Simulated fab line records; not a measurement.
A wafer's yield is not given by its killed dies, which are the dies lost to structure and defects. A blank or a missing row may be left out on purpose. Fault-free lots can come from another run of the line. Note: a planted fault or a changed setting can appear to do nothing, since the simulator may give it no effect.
fab line records	flow sky130
record lots=6	wafers=18	lastDay=50
route steps=708 shown VT_ADJUST_PCH@151 SONOS_TUNNEL@154 PAD_OPEN@708
lots that met no fault: from a run of the same line without faults
startH: the number of hours between the record's first day and the start of the first shown wafer of the lot	waitH: hours since the lot's step before	" unchanged from the row above	L1.1+2: several wafers, shown together as one row	- no value, or no start was given	* or withheld: withheld	< > ~ a bound
route shown NAME@n: NAME is a module with steps in the file, n the number in the route of the first one	usual: mean and standard deviation over wafers with no fault	same: alike in all rows	chamber/n: place in a boat	sites: the reading at each site	_std_site: how widely they spread, as a standard deviation	_edge_site: inner sites' mean taken away from outer sites' mean	radiusMm: how far each site lies from the wafer's centre	mask NAME#n: copy n	behind: the last tool/chamber to shape the wafer	hold: cause of the lot's hold/its duration in hours/its outcome	device: transistor that didn't switch, given as n, p or np	end of line: the route-end tests of the same wafers	a step with no rows: only its recipe	killed: the dies lost at the first sort to structure and to defects; this is not the yield of the wafer	map: the dies of a wafer, with x for killed, . for not killed, _ for no die there
set.NAME: the setting as run; set.NAME@STEP: as run at that earlier step	model.NAME: the simulator's own value behind a step, which no gauge read
lots at selected steps of the route; one table per step, one row per wafer
services: the hour from which a tool's chamber was out of use, counted from the record's first day as startH (under 0 if before that day), plus the number of hours and why
## steps
# step SKY_VT_ADJUST_PCH_IMPLANT_08
# recipe species=B	energyKev=10	doseCm2=5e+11	tiltDeg=withheld
# step SKY_VT_ADJUST_PCH_STRIP_09
# recipe chemistry=O2/N2	powerW=1400	pressureMtorr=1500	platenTempC=withheld	o2FlowSccm=3000	n2FlowSccm=300	overashFraction=0.5
# usual drypumpMotorCurrentA=5.6/0.53	oesProductAu=0.722/0.0044	stripTimeToEndpointS=36.87/0.11
lot.wafer	tool	chamber	startH	waitH	drypumpMotorCurrentA	oesProductAu	rfHoursCounterH	stripTimeToEndpointS
L118.2	plasmaAsher-01	0	232.70	0.1	6.3	0.723	55	36.98
L118.4	"	0	"	"	6.3	0.722	-	36.98
L118.5	"	1	"	"	5.6	0.725	-	36.98
L126.1	plasmaAsher-04	1	287.27	0.1	5.2	0.723	48	36.94
L126.3	"	0	"	"	5.0	0.731	-	36.88
L126.4	"	1	"	"	5.2	0.714	-	36.80
L128.1	plasmaAsher-02	0	304.22	0.1	5.0	0.723	18	36.97
L128.3	"	1	"	"	6.1	0.722	-	36.99
L128.4	"	0	"	"	5.0	0.714	-	36.96
L129.1	plasmaAsher-01	0	311.02	0.1	6.3	0.718	62	36.68
L129.2	"	1	"	"	5.6	0.725	62	36.75
L129.3	"	1	"	"	5.6	0.725	-	36.79
L133.2	plasmaAsher-02	0	340.88	0.1	5.0	0.720	21	36.84
L133.3	"	1	"	"	6.1	0.723	-	36.88
L133.4	"	0	"	"	5.0	0.725	-	36.87
L141.1	plasmaAsher-02	0	432.82	0.1	5.0	0.719	31	37.01
L141.2	"	1	"	"	6.1	0.727	31	37.06
L141.4	"	0	"	"	5.0	0.723	-	37.11
# step SKY_VT_ADJUST_PCH_TW_MEAS_10
# usual VT_ADJUST_PCH_TW=143.9/2
lot.wafer	tool	chamber	startH	waitH	VT_ADJUST_PCH_TW
L118.2	filmMetro-03	-	232.81	0.1	139.5
L118.4	"	-	"	"	140.9
L118.5	"	-	"	"	140.2
L126.1	filmMetro-01	-	287.37	0.1	144.6
L126.3	"	-	"	"	145.1
L126.4	"	-	"	"	145.2
L128.1	filmMetro-01	-	304.32	0.1	145.6
L128.3	"	-	"	"	145.2
L128.4	"	-	"	"	145.2
L129.1	filmMetro-01	-	311.12	0.1	145.8
L129.2	"	-	"	"	146.5
L129.3	"	-	"	"	145.6
L133.2	filmMetro-03	-	340.99	0.1	140.2
L133.3	"	-	"	"	140.9
L133.4	"	-	"	"	140.8
L141.1	filmMetro-03	-	432.92	0.1	139.4
L141.2	"	-	"	"	140.4
L141.4	"	-	"	"	139.8
# step SKY_SONOS_TUNNEL_DEHYDRATE_00
# recipe tempC=200	timeS=60
# step SKY_SONOS_TUNNEL_HMDS_01
# recipe primeTimeS=60	primeTempC=120
# step SKY_SONOS_TUNNEL_COAT_02
# recipe resist=NOVOLAK	spinRpm=3000	resistThkNm=1140
# step SKY_SONOS_TUNNEL_SOFTBAKE_03
# recipe tempC=90	timeS=60	resist=NOVOLAK
# step SKY_SONOS_TUNNEL_EXPOSE_04
# recipe maskId=TUNM	na=0.6	sourceShape=conventional	sigmaOuter=0.6	polarization=unpolarized	targetCdNm=410	doseMj=136
# step SKY_SONOS_TUNNEL_PEB_05
# recipe tempC=withheld	timeS=*	resist=NOVOLAK
# step SKY_SONOS_TUNNEL_DEVELOP_06
# recipe resist=NOVOLAK	developer=TMAH	developTimeS=62.18	devTempC=23
# step SKY_SONOS_TUNNEL_CD_MEAS_07
# recipe targetCdNm=410
# usual cdNm=409.6/2.5
lot.wafer	tool	chamber	startH	waitH	cdNm
L118.2	cdSem-01	-	255.75	0.1	411.8
L118.4	"	-	"	"	413.4
L118.5	"	-	"	"	409.4
L126.1	cdSem-02	-	311.98	0.1	412.9
L126.3	"	-	"	"	411.5
L126.4	"	-	"	"	411.4
L128.1	cdSem-02	-	329.93	0.1	409.9
L128.3	"	-	"	"	411.2
L128.4	"	-	"	"	410.1
L129.1	cdSem-01	-	337.58	0.1	412.2
L129.2	"	-	"	"	412.6
L129.3	"	-	"	"	413.1
L133.2	cdSem-02	-	368.35	0.1	411.8
L133.3	"	-	"	"	408.5
L133.4	"	-	"	"	410.6
L141.1	cdSem-01	-	463.26	0.2	412.7
L141.2	"	-	"	"	411.8
L141.4	"	-	"	"	411.2
# step SKY_SONOS_TUNNEL_OVL_MEAS_08
# usual SONOS_TUNNEL_OVL=-0.4/1.1
lot.wafer	tool	chamber	startH	waitH	SONOS_TUNNEL_OVL[nm]
L118.2	overlay-02	-	255.86	0.1	1.3
L118.4	"	-	"	"	-0.8
L118.5	"	-	"	"	0.3
L126.1	overlay-02	-	312.10	0.1	0.0
L126.3	"	-	"	"	-0.9
L126.4	"	-	"	"	0.1
L128.1	overlay-01	-	330.05	0.1	-0.8
L128.3	"	-	"	"	-0.4
L128.4	"	-	"	"	-0.9
L129.1	overlay-01	-	337.70	0.1	1.1
L129.2	"	-	"	"	0.8
L129.3	"	-	"	"	0.4
L133.2	overlay-01	-	368.46	0.1	0.6
L133.3	"	-	"	"	-1.0
L133.4	"	-	"	"	-0.7
L141.1	overlay-02	-	463.38	0.1	-1.0
L141.2	"	-	"	"	-0.4
L141.4	"	-	"	"	-0.6
# step SKY_SONOS_TUNNEL_IMPLANT_09
# recipe species=B	energyKev=20	doseCm2=1e+12	tiltDeg=withheld
# usual beamEnergyKeV=19.999/0.0059
lot.wafer	tool	chamber	startH	waitH	beamEnergyKeV	model.implant.rpNm	model.implant.drpNm
L118.2	implanter-01	0	255.92	0.0	19.997	65.45	28.34
L118.4	"	0	"	"	19.999	65.45	28.34
L118.5	"	0	"	"	20.003	65.45	28.34
L126.1	implanter-03	0	312.14	0.0	19.997	65.64	28.34
L126.3	"	0	"	"	19.992	65.64	28.34
L126.4	"	0	"	"	19.994	65.64	28.34
L128.1	implanter-01	0	330.23	0.2	18.929	63.57	27.26
L128.3	"	0	"	"	18.917	63.57	27.26
L128.4	"	0	"	"	18.922	63.57	27.26
L129.1	implanter-01	0	337.74	0.0	18.912	63.39	27.26
L129.2	"	0	"	"	18.916	63.39	27.26
L129.3	"	0	"	"	18.908	63.39	27.26
L133.2	implanter-03	0	368.51	0.0	19.993	66.58	28.34
L133.3	"	0	"	"	20.003	66.58	28.34
L133.4	"	0	"	"	19.993	66.58	28.34
L141.1	implanter-01	0	463.42	0.0	19.998	64.63	28.34
L141.2	"	0	"	"	20.006	64.63	28.34
L141.4	"	0	"	"	20.002	64.63	28.34
# step SKY_SONOS_TUNNEL_WET_ETCH_10
# recipe chemistry=dHF	targetDepthNm=14	target=SiO2	dilution=100:1	tempC=25	timeS=280
# step SKY_PAD_OPEN_PROBE_99
# usual killed_at_M0_to_M3=45/6.8	killed_at_M4_up=3.1/2	killedAtContacts=23/5.2	killedAtFrontEnd=14/3.7	killedAtOther=0.3/0.61	killedDies=86/9	killedOpen=46/6.9	killedShort=39/6.4
# same grossDies=492	killedAtBackSide=0
lot.wafer	tool	chamber	startH	waitH	killed_at_M0_to_M3	killed_at_M4_up	killedAtContacts	killedAtFrontEnd	killedAtOther	killedDies	killedOpen	killedShort
L126.1	prober-01	-	1120.81	0.1	44	1	18	13	0	76	51	25
L126.3	prober-01	-	1120.91	0.2	40	1	23	17	0	81	38	43
L126.4	prober-01	-	1120.96	0.2	42	1	26	15	2	86	44	42
L133.2	prober-02	-	1156.61	0.1	44	2	23	11	0	80	53	27
L133.3	prober-02	-	1156.66	0.2	34	2	21	22	1	80	46	34
L133.4	prober-02	-	1156.71	0.2	40	5	16	17	0	78	48	30
L141.1	prober-02	-	1209.11	0.1	41	5	21	12	1	80	44	36
L141.2	prober-02	-	1209.16	0.1	45	4	27	13	0	89	57	31
L141.4	prober-02	-	1209.26	0.2	57	4	25	16	0	102	49	52
# killed by level:class
L126.1 VIA1:geometricParticle:open=13 VIA2:geometricParticle:open=9 CONTACT:geometricParticle:open=6 VIA3:geometricParticle:open=5 FIELD_ISO:geometricParticle:open=4 LI_CONTACT:geometricParticle:open=4 VIA2:geometricParticle:short=4 FIELD_ISO:geometricParticle:short=3
L126.3 VIA1:geometricParticle:open=7 POLY_GATE:geometricParticle:short=6 LI_CONTACT:geometricParticle:open=6 CONTACT:geometricParticle:open=6 METAL1:geometricParticle:short=6 METAL2:geometricParticle:short=6 VIA2:geometricParticle:open=6 FIELD_ISO:geometricParticle:short=4
L126.4 CONTACT:geometricParticle:open=13 VIA1:geometricParticle:open=7 FIELD_ISO:geometricParticle:short=6 VIA2:geometricParticle:open=6 VIA1:geometricParticle:short=6 VIA3:geometricParticle:open=6 LOCAL_INTERCONNECT:geometricParticle:short=5 METAL2:geometricParticle:short=5
L133.2 VIA2:geometricParticle:open=10 VIA1:geometricParticle:open=10 LI_CONTACT:geometricParticle:open=7 CONTACT:geometricParticle:open=7 VIA3:geometricParticle:open=7 POLY_GATE:geometricParticle:open=6 CONTACT:geometricParticle:short=5 VIA1:geometricParticle:short=4
L133.3 VIA1:geometricParticle:open=10 LI_CONTACT:geometricParticle:open=9 POLY_GATE:geometricParticle:short=8 CONTACT:geometricParticle:open=7 FIELD_ISO:geometricParticle:open=5 CONTACT:geometricParticle:short=5 VIA3:geometricParticle:open=5 POLY_GATE:geometricParticle:open=4
L133.4 VIA2:geometricParticle:open=10 VIA3:geometricParticle:open=8 VIA1:geometricParticle:open=6 LI_CONTACT:geometricParticle:open=5 CONTACT:geometricParticle:open=5 POLY_GATE:geometricParticle:open=4 METAL1:geometricParticle:short=4 FIELD_ISO:geometricParticle:short=3
L141.1 LI_CONTACT:geometricParticle:open=12 VIA3:geometricParticle:open=10 VIA2:geometricParticle:short=7 VIA1:geometricParticle:open=7 VIA3:geometricParticle:short=5 CONTACT:geometricParticle:open=4 METAL2:geometricParticle:short=4 FIELD_ISO:geometricParticle:open=3
L141.2 VIA3:geometricParticle:open=12 CONTACT:geometricParticle:open=11 VIA1:geometricParticle:open=11 FIELD_ISO:geometricParticle:open=6 LI_CONTACT:geometricParticle:open=6 LOCAL_INTERCONNECT:geometricParticle:short=5 VIA1:geometricParticle:short=5 VIA2:geometricParticle:open=5
L141.4 METAL2:geometricParticle:short=11 VIA1:geometricParticle:open=10 VIA2:geometricParticle:open=9 CONTACT:geometricParticle:open=8 VIA3:geometricParticle:open=7 FIELD_ISO:geometricParticle:short=5 LI_CONTACT:geometricParticle:open=5 LI_CONTACT:geometricParticle:short=5
## services
tool	chamber	startH	hours	kind
implanter-03	-	220.57	2.6	repair
implanter-03	-	221.53	3.0	repair
implanter-01	-	310.20	3.1	repair
implanter-03	-	328.95	8.1	repair
plasmaAsher-01	-	340.88	14.6	pm
implanter-03	-	358.23	3.8	repair
implanter-01	-	384.93	1.9	repair
implanter-03	-	414.09	2.5	repair
plasmaAsher-01	-	421.25	9.0	pm
plasmaAsher-01	0	421.25	9.0	ventCycle
plasmaAsher-01	1	421.25	9.0	ventCycle
plasmaAsher-01	0	430.25	-	clean
plasmaAsher-01	1	430.25	-	clean
## key
firstSign step=SKY_SONOS_TUNNEL_IMPLANT_09	reading=beamEnergyKeV	direction=down	sigmas=99+	usual=*	struck=*
effect none on later readings
modelEffect step=SKY_SONOS_TUNNEL_IMPLANT_09	value=implant.rpNm	without=67.05	struck=63.48
metAt SKY_SONOS_TUNNEL_IMPLANT_09
struckWafers L128.1,L128.3,L128.4,L129.1,L129.2,L129.3
testerLeftOut L128,L129
onsetBetween 255.92 330.23
fault kind=processParameterDrift	tool=implanter-01	chamber=-	onsetH=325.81	steps=SKY_SONOS_TUNNEL_IMPLANT_09	channel=energyKev	offset=*	shape=step	endH=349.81	actsIn=*	stated=*
# testerLeftOut: of these lots the tester's yield and bins aren't shown, on N5 and GAA mostly nor the transistor test; their killed dies are dies lost to structure and defects alone, not to doping, threshold or leakage, so they don't give the yield
